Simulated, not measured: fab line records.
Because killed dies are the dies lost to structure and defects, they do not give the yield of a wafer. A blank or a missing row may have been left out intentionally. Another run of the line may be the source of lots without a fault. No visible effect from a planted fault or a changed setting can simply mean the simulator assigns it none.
2 desks looking at one fault + flow gf180mcu + numbers are kept per desk, each desk with only its own; the story behind them comes last

== FROM THE METROLOGY DESK ==
Means of the sampled wafers that have a number, per lot and without regard to the tool the lot ran on: this is what the gauges read. The brackets show how far a lot's mean lies from the usual mean; more than 4 standard deviations puts the lot out of limits, marked OUT.
Columns: A = V5_W_RS at GF_V5_RS_MEAS_24, usual 0.327 ohm/sq; B = V5_W_THK at GF_V5_THK_MEAS_25, usual 343 nm
| lot  | first seen here | A     | B   |
|------|-----------------|-------|-----|
| L412 | day 27 08:35    | 0.329 | 340 |
| L414 | day 28 05:23    | 0.330 | 342 |
| L423 | day 30 23:31    | 0.329 | 340 |
| L424 | day 31 03:14    | 0.323 | 347 |
| L429 | day 32 10:20    | 0.323 | 342 |
| L430 | day 32 18:27    | 0.326 | 340 |
This desk found nothing out of limits on any of the 6 lots.

== THE TOOL OWNER'S DESK: pvd_sputter-04 ==
At GF_TOP_METAL_SPUTTER_01 (material TiN, target thk 30 nm, time 25 s) the tool's own readings: per lot run on this tool, the mean of the sampled wafers that have a number. The brackets show how far a lot's mean lies from the usual mean; more than 4 standard deviations puts the lot out of limits, marked OUT.
Columns: A = throttle_valve_pct at GF_TOP_METAL_SPUTTER_01, usual 30.0 %
| lot  | first seen here | A    |
|------|-----------------|------|
| L412 | day 27 09:10    | 30.1 |
| L423 | day 31 00:05    | 29.8 |
| L424 | day 31 03:49    | 29.7 |
This desk found nothing out of limits on any of the 3 lots.

== ALL TOGETHER ==
From the metrology desk's view, nothing was out of limits.
The desk of the tool owner found nothing out of limits.

== WHAT HAD BEEN PUT IN BY THE SIMULATOR ==
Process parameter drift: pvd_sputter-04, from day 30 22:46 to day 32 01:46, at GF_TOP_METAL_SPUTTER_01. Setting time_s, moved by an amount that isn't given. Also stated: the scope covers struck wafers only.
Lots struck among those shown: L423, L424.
